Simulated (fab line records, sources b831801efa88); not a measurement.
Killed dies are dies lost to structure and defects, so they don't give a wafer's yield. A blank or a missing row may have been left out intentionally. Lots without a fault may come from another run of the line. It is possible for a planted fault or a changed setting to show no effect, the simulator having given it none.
fab line records	flow sky130	part 1 of 2: steps 1 to 33 of 46
[record] lots = 5	wafers = 15	lastDay = 48
route steps=708 shown VT_ADJUST_HVTR@142 VT_ADJUST_PCH@143 SONOS_TUNNEL@154 SONOS_ONO@168 GATE_OXIDE@187
lots that met no fault: from a run of the same line without faults
startH: the number of hours between the record's first day and the start of the first shown wafer of the lot	waitH: how many hours have passed since the lot's step before this one	" as in the row above	L1.1+2: a single row standing in for several wafers	- no value present, or no start provided	* or withheld: withheld	< > ~ a bound
route shown NAME@n: a module of which the file shows steps, and the number in the route of the first	usual: mean/standard deviation taken from wafers without a fault	same: alike in all rows	chamber/n: place in a boat	sites: per-site readings	_std_site: the values' standard deviation	_edge_site: the outer-site mean with the inner-site mean subtracted	radiusMm: how far each site lies from the wafer's centre	mask NAME#n: copy n	behind: the most recent tool/chamber to have shaped the wafer	hold: what put the lot on hold/how long, in hours/how the hold closed	device: the n, p or np transistor that did not switch	end of line: at the end of the route, the tests of the same wafers	where a step has no rows: the recipe by itself	killed: dies lost to structure and defects at the first sort, not the wafer's yield	map: a wafer's dies, x killed, . not, _ none there
set.NAME: the setting that was run; set.NAME@STEP: the one run at that earlier step	model.NAME: the simulator's own value behind a step, which no gauge read
lots at some steps of the route; a table a step, a row a wafer
services: when a tool's chamber went out of use (startH, in hours from the record's first day, below 0 if earlier), for how many hours, and the reason
[[steps]]
[step SKY_VT_ADJUST_HVTR_TW_MEAS_11]
[usual] VT_ADJUST_HVTR_TW = 210.8/1.4
lot.wafer	tool	chamber	startH	waitH	VT_ADJUST_HVTR_TW
L075.3	filmMetro-01	-	210.87	0.1	213.1
L075.4	"	-	"	"	213.0
L075.5	"	-	"	"	212.8
L077.2	filmMetro-04	-	226.52	0.1	209.9
L077.3	"	-	"	"	207.8
L077.5	"	-	"	"	209.6
L083.1	filmMetro-04	-	284.47	0.1	211.0
L083.3	"	-	"	"	209.8
L083.5	"	-	"	"	210.7
L086.2	filmMetro-04	-	298.00	0.1	209.3
L086.3	"	-	"	"	210.0
L086.5	"	-	"	"	210.3
L087.2	filmMetro-01	-	299.23	0.1	211.6
L087.3	"	-	"	"	213.3
L087.4	"	-	"	"	211.6
[step SKY_VT_ADJUST_PCH_DEHYDRATE_00]
[recipe] tempC = 200	timeS = 60
lot.wafer	tool	chamber	startH	waitH
L075.3+4+5	lithoTrack-01	0	221.56	10.7
L077.2+3+5	lithoTrack-01	0	237.74	11.2
L083.1+3+5	lithoTrack-03	0	295.99	11.5
L086.2+3+5	lithoTrack-03	0	311.16	13.1
L087.2+3+4	lithoTrack-03	0	312.41	13.2
[step SKY_VT_ADJUST_PCH_HMDS_01]
[recipe] primeTimeS = 60	primeTempC = 120
lot.wafer	tool	chamber	startH	waitH
L075.3+4+5	lithoTrack-01	0	221.71	0.1
L077.2+3+5	lithoTrack-01	0	237.89	0.1
L083.1+3+5	lithoTrack-03	0	296.14	0.1
L086.2+3+5	lithoTrack-03	0	311.31	0.1
L087.2+3+4	lithoTrack-03	0	312.56	0.1
[step SKY_VT_ADJUST_PCH_COAT_02]
[recipe] spinRpm = 2000	resistThkNm = 3000
lot.wafer	tool	chamber	startH	waitH
L075.3+4+5	lithoTrack-01	0	221.86	0.1
L077.2+3+5	lithoTrack-01	0	238.04	0.1
L083.1+3+5	lithoTrack-03	0	296.29	0.1
L086.2+3+5	lithoTrack-03	0	311.46	0.1
L087.2+3+4	lithoTrack-03	0	312.71	0.1
[step SKY_VT_ADJUST_PCH_SOFTBAKE_03]
[recipe] tempC = 110	timeS = withheld
lot.wafer	tool	chamber	startH	waitH
L075.3+4+5	lithoTrack-01	0	222.03	0.1
L077.2+3+5	lithoTrack-01	0	238.19	0.1
L083.1+3+5	lithoTrack-03	0	296.44	0.1
L086.2+3+5	lithoTrack-03	0	311.62	0.1
L087.2+3+4	lithoTrack-03	0	312.87	0.1
[step SKY_VT_ADJUST_PCH_EXPOSE_04]
[recipe] maskId = NWM	na = 0.6	sourceShape = conventional	sigmaOuter = 0.6	polarization = unpolarized	targetCdNm = 840	doseMj = 255
lot.wafer	tool	chamber	startH	waitH	mask
L075.3+4+5	ilineStepper-01	0	-	-	NWM#0
L077.2+3+5	ilineStepper-01	0	-	-	NWM#0
L083.1+3+5	ilineStepper-02	0	-	-	NWM#0
L086.2+3+5	ilineStepper-01	0	-	-	NWM#0
L087.2+3+4	ilineStepper-01	0	-	-	NWM#0
[step SKY_VT_ADJUST_PCH_PEB_05]
[recipe] tempC = 115	timeS = withheld
lot.wafer	tool	chamber	startH	waitH
L075.3+4+5	lithoTrack-01	0	-	-
L077.2+3+5	lithoTrack-01	0	-	-
L083.1+3+5	lithoTrack-02	0	-	-
L086.2+3+5	lithoTrack-01	0	-	-
L087.2+3+4	lithoTrack-03	0	-	-
[step SKY_VT_ADJUST_PCH_DEVELOP_06]
[recipe] wallAngleDeg = 90	developer = TMAH	developTimeS = 60	devTempC = 23
[same] developTimeS = 60
lot.wafer	tool	chamber	startH	waitH
L075.3+4+5	lithoTrack-01	0	-	-
L077.2+3+5	lithoTrack-01	0	-	-
L083.1+3+5	lithoTrack-02	0	-	-
L086.2+3+5	lithoTrack-01	0	-	-
L087.2+3+4	lithoTrack-03	0	-	-
[step SKY_VT_ADJUST_PCH_OVL_MEAS_07]
[usual] VT_ADJUST_PCH_OVL = 1.1/1.3
lot.wafer	tool	chamber	startH	waitH	VT_ADJUST_PCH_OVL[nm]
L075.3	overlay-02	-	234.07	-	1.2
L075.4	"	-	"	"	0.1
L075.5	"	-	"	"	0.1
L077.2	overlay-02	-	249.37	-	1.5
L077.3	"	-	"	"	1.8
L077.5	"	-	"	"	1.5
L083.1	overlay-02	-	309.66	-	2.0
L083.3	"	-	"	"	2.2
L083.5	"	-	"	"	2.5
L086.2	overlay-02	-	324.92	-	0.5
L086.3	"	-	"	"	0.8
L086.5	"	-	"	"	-0.4
L087.2	overlay-01	-	325.74	-	3.7
L087.3	"	-	"	"	2.1
L087.4	"	-	"	"	2.0
[step SKY_VT_ADJUST_PCH_IMPLANT_08]
[recipe] species = B	energyKev = 10	doseCm2 = 5e+11	tiltDeg = withheld
[usual] endStationPressureTorr = 5e-06/2.4e-07
lot.wafer	tool	chamber	startH	waitH	endStationPressureTorr
L075.3	implanter-04	0	234.15	0.1	5.09e-06
L075.4	"	0	"	"	4.67e-06
L075.5	"	0	"	"	4.99e-06
L077.2	implanter-01	0	249.42	0.0	4.98e-06
L077.3	"	0	"	"	4.94e-06
L077.5	"	0	"	"	5.16e-06
L083.1	implanter-01	0	309.70	0.0	5.04e-06
L083.3	"	0	"	"	4.94e-06
L083.5	"	0	"	"	5.23e-06
L086.2	implanter-03	0	324.97	0.0	4.59e-06
L086.3	"	0	"	"	5.45e-06
L086.5	"	0	"	"	4.74e-06
L087.2	implanter-01	0	325.80	0.0	4.93e-06
L087.3	"	0	"	"	5.47e-06
L087.4	"	0	"	"	5.17e-06
[step SKY_VT_ADJUST_PCH_STRIP_09]
[recipe] chemistry = O2/N2	powerW = 1400	pressureMtorr = 1500	platenTempC = withheld	o2FlowSccm = 3000	n2FlowSccm = 300	overashFraction = 0.5
[usual] drypumpMotorCurrentA = 5.79/0.24	oesProductAu = 0.723/0.0043	stripTimeToEndpointS = 36.89/0.11
lot.wafer	tool	chamber	startH	waitH	drypumpMotorCurrentA	oesProductAu	rfHoursCounterH	stripTimeToEndpointS
L075.3	plasmaAsher-01	0	234.28	0.1	5.92	0.716	-	36.74
L075.4	"	1	"	"	5.70	0.723	-	36.81
L075.5	"	0	"	"	5.92	0.730	-	36.89
L077.2	plasmaAsher-03	0	249.55	0.1	5.49	0.725	43	36.96
L077.3	"	0	"	"	5.50	0.725	-	36.97
L077.5	"	1	"	"	5.55	0.722	-	37.02
L083.1	plasmaAsher-01	0	309.85	0.1	5.95	0.723	64	36.85
L083.3	"	0	"	"	5.92	0.723	-	36.72
L083.5	"	1	"	"	5.70	0.725	-	36.77
L086.2	plasmaAsher-01	1	325.10	0.1	5.67	0.725	65	36.79
L086.3	"	0	"	"	5.93	0.725	-	36.73
L086.5	"	1	"	"	5.69	0.723	-	36.85
L087.2	plasmaAsher-02	0	325.92	0.1	5.73	0.720	64	37.05
L087.3	"	0	"	"	5.73	0.717	-	36.99
L087.4	"	1	"	"	6.26	0.725	-	36.89
[step SKY_VT_ADJUST_PCH_TW_MEAS_10]
[usual] VT_ADJUST_PCH_TW = 142.4/0.93
lot.wafer	tool	chamber	startH	waitH	VT_ADJUST_PCH_TW
L075.3	filmMetro-04	-	234.37	0.1	142.2
L075.4	"	-	"	"	140.5
L075.5	"	-	"	"	141.8
L077.2	filmMetro-03	-	249.66	0.1	141.1
L077.3	"	-	"	"	141.4
L077.5	"	-	"	"	142.3
L083.1	filmMetro-04	-	309.95	0.1	141.8
L083.3	"	-	"	"	141.3
L083.5	"	-	"	"	142.0
L086.2	filmMetro-04	-	325.21	0.1	142.1
L086.3	"	-	"	"	141.6
L086.5	"	-	"	"	141.8
L087.2	filmMetro-01	-	326.03	0.1	143.7
L087.3	"	-	"	"	143.7
L087.4	"	-	"	"	143.5
[step SKY_SONOS_TUNNEL_DEHYDRATE_00]
[recipe] tempC = 200	timeS = 60
lot.wafer	tool	chamber	startH	waitH
L075.3+4+5	lithoTrack-02	0	244.51	10.1
L077.2+3+5	lithoTrack-02	0	260.89	11.2
L083.1+3+5	lithoTrack-04	0	322.26	12.3
L086.2+3+5	lithoTrack-04	0	338.08	12.9
L087.2+3+4	lithoTrack-01	0	339.49	13.4
[step SKY_SONOS_TUNNEL_HMDS_01]
[recipe] primeTimeS = 60	primeTempC = 120
lot.wafer	tool	chamber	startH	waitH
L075.3+4+5	lithoTrack-02	0	244.66	0.1
L077.2+3+5	lithoTrack-02	0	261.04	0.1
L083.1+3+5	lithoTrack-04	0	322.41	0.1
L086.2+3+5	lithoTrack-04	0	338.23	0.1
L087.2+3+4	lithoTrack-01	0	339.64	0.1
[step SKY_SONOS_TUNNEL_COAT_02]
[recipe] resist = NOVOLAK	spinRpm = 3000	resistThkNm = 1140
lot.wafer	tool	chamber	startH	waitH
L075.3+4+5	lithoTrack-02	0	244.81	0.1
L077.2+3+5	lithoTrack-02	0	261.19	0.1
L083.1+3+5	lithoTrack-04	0	322.56	0.1
L086.2+3+5	lithoTrack-04	0	338.38	0.1
L087.2+3+4	lithoTrack-01	0	339.79	0.1
[step SKY_SONOS_TUNNEL_SOFTBAKE_03]
[recipe] tempC = 90	timeS = 60	resist = NOVOLAK
lot.wafer	tool	chamber	startH	waitH
L075.3+4+5	lithoTrack-02	0	244.96	0.1
L077.2+3+5	lithoTrack-02	0	261.34	0.1
L083.1+3+5	lithoTrack-04	0	322.71	0.1
L086.2+3+5	lithoTrack-04	0	338.53	0.1
L087.2+3+4	lithoTrack-01	0	339.94	0.1
[step SKY_SONOS_TUNNEL_EXPOSE_04]
[recipe] maskId = TUNM	na = 0.6	sourceShape = conventional	sigmaOuter = 0.6	polarization = unpolarized	targetCdNm = 410	doseMj = 136
lot.wafer	tool	chamber	startH	waitH	mask
L075.3+4+5	ilineStepper-02	0	-	-	TUNM#0
L077.2+3+5	ilineStepper-01	0	-	-	TUNM#0
L083.1+3+5	ilineStepper-01	0	-	-	TUNM#0
L086.2+3+5	ilineStepper-02	0	-	-	TUNM#0
L087.2+3+4	ilineStepper-01	0	-	-	TUNM#0
[step SKY_SONOS_TUNNEL_PEB_05]
[recipe] tempC = withheld	timeS = *	resist = NOVOLAK
lot.wafer	tool	chamber	startH	waitH
L075.3+4+5	lithoTrack-04	0	-	-
L077.2+3+5	lithoTrack-02	0	-	-
L083.1+3+5	lithoTrack-02	0	-	-
L086.2+3+5	lithoTrack-01	0	-	-
L087.2+3+4	lithoTrack-01	0	-	-
[step SKY_SONOS_TUNNEL_DEVELOP_06]
[recipe] resist = NOVOLAK	developer = TMAH	developTimeS = 60	devTempC = 23
[same] developTimeS = 60
lot.wafer	tool	chamber	startH	waitH
L075.3+4+5	lithoTrack-04	0	256.46	0.1
L077.2+3+5	lithoTrack-02	0	272.59	0.1
L083.1+3+5	lithoTrack-02	0	336.66	0.1
L086.2+3+5	lithoTrack-01	0	351.84	0.1
L087.2+3+4	lithoTrack-01	0	353.39	0.1
[step SKY_SONOS_TUNNEL_CD_MEAS_07]
[recipe] targetCdNm = 410
[usual] cdNm = 409.4/2.3
lot.wafer	tool	chamber	startH	waitH	cdNm
L075.3	cdSem-02	-	256.60	0.1	411.9
L075.4	"	-	"	"	409.8
L075.5	"	-	"	"	411.1
L077.2	cdSem-01	-	272.73	0.1	407.4
L077.3	"	-	"	"	406.7
L077.5	"	-	"	"	407.2
L083.1	cdSem-01	-	336.81	0.1	410.4
L083.3	"	-	"	"	410.6
L083.5	"	-	"	"	410.9
L086.2	cdSem-02	-	351.98	0.1	405.8
L086.3	"	-	"	"	407.7
L086.5	"	-	"	"	407.1
L087.2	cdSem-02	-	353.53	0.1	405.9
L087.3	"	-	"	"	407.8
L087.4	"	-	"	"	406.2
[step SKY_SONOS_TUNNEL_OVL_MEAS_08]
[usual] SONOS_TUNNEL_OVL = 1.2/1.3
lot.wafer	tool	chamber	startH	waitH	SONOS_TUNNEL_OVL[nm]
L075.3	overlay-02	-	256.69	0.1	2.1
L075.4	"	-	"	"	0.8
L075.5	"	-	"	"	2.8
L077.2	overlay-02	-	272.84	0.1	3.0
L077.3	"	-	"	"	1.2
L077.5	"	-	"	"	1.0
L083.1	overlay-01	-	336.93	0.1	1.5
L083.3	"	-	"	"	0.1
L083.5	"	-	"	"	1.4
L086.2	overlay-02	-	352.09	0.1	1.7
L086.3	"	-	"	"	1.2
L086.5	"	-	"	"	2.9
L087.2	overlay-02	-	353.64	0.1	-0.1
L087.3	"	-	"	"	-0.7
L087.4	"	-	"	"	-0.4
[step SKY_SONOS_TUNNEL_IMPLANT_09]
[recipe] species = B	energyKev = 20	doseCm2 = 1e+12	tiltDeg = withheld
[usual] endStationPressureTorr = 5.02e-06/2.5e-07
lot.wafer	tool	chamber	startH	waitH	endStationPressureTorr
L075.3	implanter-03	0	256.76	0.1	4.62e-06
L075.4	"	0	"	"	4.88e-06
L075.5	"	0	"	"	4.9e-06
L077.2	implanter-01	0	272.89	0.0	4.9e-06
L077.3	"	0	"	"	4.78e-06
L077.5	"	0	"	"	5.56e-06
L083.1	implanter-01	0	336.97	0.0	5.03e-06
L083.3	"	0	"	"	5.04e-06
L083.5	"	0	"	"	5.4e-06
L086.2	implanter-03	0	352.14	0.0	5.07e-06
L086.3	"	0	"	"	5.25e-06
L086.5	"	0	"	"	5.17e-06
L087.2	implanter-02	0	353.69	0.0	5.18e-06
L087.3	"	0	"	"	5.45e-06
L087.4	"	0	"	"	5e-06
[step SKY_SONOS_TUNNEL_WET_ETCH_10]
[recipe] chemistry = dHF	targetDepthNm = 14	target = SiO2	dilution = 100:1	tempC = 25	timeS = 280
lot.wafer	tool	chamber	startH	waitH
L075.3+4+5	wetBench-02	0	256.86	0.1
L077.2+3+5	wetBench-03	1	273.02	0.1
L083.1+3+5	wetBench-01	0	337.12	0.1
L086.2+3+5	wetBench-02	3	352.27	0.1
L087.2+3+4	wetBench-02	0	353.82	0.1
[step SKY_SONOS_TUNNEL_STRIP_11]
[recipe] chemistry = SPM	timeS = 600	tempC = 130
lot.wafer	tool	chamber	startH	waitH
L075.3+4+5	wetBench-01	1	256.96	0.0
L077.2+3+5	wetBench-02	3	273.11	0.0
L083.1+3+5	wetBench-01	0	337.21	0.0
L086.2+3+5	wetBench-03	2	352.35	0.0
L087.2+3+4	wetBench-01	3	353.90	0.0
[step SKY_SONOS_TUNNEL_TW_MEAS_12]
[usual] SONOS_TUNNEL_TW = 196.0/0.74
lot.wafer	tool	chamber	startH	waitH	SONOS_TUNNEL_TW
L075.3	filmMetro-03	-	257.15	0.0	195.1
L075.4	"	-	"	"	195.8
L075.5	"	-	"	"	195.8
L077.2	filmMetro-03	-	273.29	0.0	196.4
L077.3	"	-	"	"	195.8
L077.5	"	-	"	"	196.0
L083.1	filmMetro-03	-	337.38	0.0	197.2
L083.3	"	-	"	"	195.4
L083.5	"	-	"	"	196.4
L086.2	filmMetro-02	-	352.54	0.0	194.8
L086.3	"	-	"	"	195.1
L086.5	"	-	"	"	195.5
L087.2	filmMetro-03	-	354.10	0.0	195.1
L087.3	"	-	"	"	196.0
L087.4	"	-	"	"	196.5
[step SKY_SONOS_TUNNEL_CLEAN_13]
[recipe] chemistry = dHF	timeS = 20	dilution = 100:1	dry = ipaMarangoni
lot.wafer	tool	chamber	startH	waitH
L075.3+4+5	wetBench-02	0	257.19	0.0
L077.2+3+5	wetBench-01	2	273.34	0.0
L083.1+3+5	wetBench-01	3	337.44	0.1
L086.2+3+5	wetBench-02	3	352.59	0.0
L087.2+3+4	wetBench-02	1	354.15	0.0
[step SKY_SONOS_ONO_OXIDATION_00]
[recipe] tempC = 800	ambient = O2	idleTempC = 700	rampUpCPerMin = 10	rampDownCPerMin = 3	stabiliseS = 600	purgeS = 300	targetThkA = 26	oxTimeS = 1249
[usual] oxTempC = 799.9/0.33	spikeTcBottomC = 820/4.1	spikeTcLowerC = 801.3/1.1
lot.wafer	tool	chamber	startH	waitH	oxTempC	spikeTcBottomC	spikeTcLowerC
L075.3	furnace-02	0	259.79	2.6	799.9	816	800.3
L075.4	"	0	"	"	800.2	815	800.5
L075.5	"	0	"	"	800.0	816	801.0
L077.2	furnace-02	0	274.62	1.3	800.3	816	803.5
L077.3	"	0	"	"	799.8	815	801.5
L077.5	"	0	"	"	799.9	817	801.7
L083.1	furnace-01	0	339.14	1.7	800.0	825	800.2
L083.3	"	0	"	"	799.8	824	800.7
L083.5	"	0	"	"	799.6	825	800.2
L086.2	furnace-02	0	352.60	0.0	799.7	816	803.1
L086.3	"	0	"	"	800.4	815	801.7
L086.5	"	0	"	"	800.1	817	801.0
L087.2	furnace-02	0	354.17	0.0	799.9	815	800.9
L087.3	"	0	"	"	799.4	816	802.7
L087.4	"	0	"	"	799.9	816	803.8
[step SKY_SONOS_ONO_THK_MEAS_01]
[recipe] reads = SiO2_of_SONOS_ONO_OXIDATION_00
[usual] SONOS_ONO_OXIDATION_THK = 2.60/0.064
lot.wafer	tool	chamber	startH	waitH	SONOS_ONO_OXIDATION_THK[nm]
L075.3	filmMetro-02	-	261.16	0.0	2.54
L075.4	"	-	"	"	2.56
L075.5	"	-	"	"	2.60
L077.2	filmMetro-02	-	275.98	0.0	2.48
L077.3	"	-	"	"	2.53
L077.5	"	-	"	"	2.53
L083.1	filmMetro-01	-	340.48	0.0	2.67
L083.3	"	-	"	"	2.65
L083.5	"	-	"	"	2.63
L086.2	filmMetro-01	-	353.96	0.0	2.61
L086.3	"	-	"	"	2.56
L086.5	"	-	"	"	2.64
L087.2	filmMetro-02	-	355.52	0.0	2.68
L087.3	"	-	"	"	2.66
L087.4	"	-	"	"	2.54
[step SKY_SONOS_ONO_CVD_02]
[recipe] material = Si3N4	precursor = DCS/NH3	targetThkNm = 10.5	tempC = 770	timeS = 180	pressureMtorr = 250
[usual] spikeTcBottomC = 790/4.1	spikeTcLowerC = 770.2/1.4
lot.wafer	tool	chamber	startH	waitH	spikeTcBottomC	spikeTcLowerC
L075.3	lpcvd-02	0	262.64	1.5	794	767.6
L075.4	"	0	"	"	795	768.6
L075.5	"	0	"	"	796	767.6
L077.2	lpcvd-02	1	276.03	0.0	786	771.9
L077.3	"	1	"	"	786	771.8
L077.5	"	1	"	"	788	770.3
L083.1	lpcvd-02	0	340.54	0.1	796	768.0
L083.3	"	0	"	"	796	769.5
L083.5	"	0	"	"	795	769.7
L086.2	lpcvd-02	1	354.01	0.0	785	773.2
L086.3	"	1	"	"	786	768.7
L086.5	"	1	"	"	787	772.2
L087.2	lpcvd-02	1	355.57	0.0	785	771.2
L087.3	"	1	"	"	787	772.8
L087.4	"	1	"	"	788	771.0
[step SKY_SONOS_ONO_THK_MEAS_03]
[recipe] reads = Si3N4_of_SONOS_ONO_CVD_02
[usual] SONOS_ONO_CVD_02_THK = 10.44/0.12
lot.wafer	tool	chamber	startH	waitH	SONOS_ONO_CVD_02_THK[nm]
L075.3	filmMetro-02	-	263.71	0.0	10.46
L075.4	"	-	"	"	10.46
L075.5	"	-	"	"	10.55
L077.2	filmMetro-03	-	277.09	0.0	10.52
L077.3	"	-	"	"	10.34
L077.5	"	-	"	"	10.41
L083.1	filmMetro-03	-	341.59	0.0	10.45
L083.3	"	-	"	"	10.34
L083.5	"	-	"	"	10.37
L086.2	filmMetro-03	-	355.07	0.0	10.46
L086.3	"	-	"	"	10.38
L086.5	"	-	"	"	10.30
L087.2	filmMetro-01	-	356.63	0.0	10.31
L087.3	"	-	"	"	10.44
L087.4	"	-	"	"	10.53
[step SKY_SONOS_ONO_CVD_04]
[recipe] material = SiO2	precursor = SiH4/N2O	targetThkNm = 5.7199	tempC = 900	pressureMtorr = 400
[usual] spikeTcBottomC = 922/3.2	spikeTcLowerC = 900.7/0.97
lot.wafer	tool	chamber	startH	waitH	spikeTcBottomC	spikeTcLowerC
L075.3	lpcvd-03	1	263.75	0.0	925	900.0
L075.4	"	1	"	"	924	899.8
L075.5	"	1	"	"	925	901.8
L077.2	lpcvd-03	1	277.14	0.0	924	899.3
L077.3	"	1	"	"	925	901.5
L077.5	"	1	"	"	924	903.0
L083.1	lpcvd-03	1	341.65	0.1	924	901.0
L083.3	"	1	"	"	926	901.6
L083.5	"	1	"	"	924	900.1
L086.2	lpcvd-03	1	355.12	0.0	926	899.7
L086.3	"	1	"	"	925	900.9
L086.5	"	1	"	"	926	901.0
L087.2	lpcvd-03	0	356.68	0.0	918	901.9
L087.3	"	0	"	"	920	900.9
L087.4	"	0	"	"	920	901.7
[step SKY_SONOS_ONO_THK_MEAS_05]
[recipe] reads = SiO2_of_SONOS_ONO_CVD_04
[usual] SONOS_ONO_CVD_04_THK = 5.72/0.1
lot.wafer	tool	chamber	startH	waitH	SONOS_ONO_CVD_04_THK[nm]
L075.3	filmMetro-03	-	265.02	0.0	5.72
L075.4	"	-	"	"	5.59
L075.5	"	-	"	"	5.74
L077.2	filmMetro-03	-	278.40	0.0	5.84
L077.3	"	-	"	"	5.82
L077.5	"	-	"	"	5.74
L083.1	filmMetro-02	-	342.90	0.0	5.78
L083.3	"	-	"	"	5.67
L083.5	"	-	"	"	5.65
L086.2	filmMetro-02	-	356.38	0.0	5.82
L086.3	"	-	"	"	5.93
L086.5	"	-	"	"	5.84
L087.2	filmMetro-01	-	357.94	0.0	5.85
L087.3	"	-	"	"	5.83
L087.4	"	-	"	"	5.88
[step SKY_SONOS_ONO_DEHYDRATE_06]
[recipe] tempC = 200	timeS = 60
lot.wafer	tool	chamber	startH	waitH
L075.3+4+5	lithoTrack-03	0	276.14	11.1
L077.2+3+5	lithoTrack-04	0	290.28	11.9
L083.1+3+5	lithoTrack-03	0	355.94	13.0
L086.2+3+5	lithoTrack-02	0	370.44	14.0
L087.2+3+4	lithoTrack-03	0	372.01	14.1
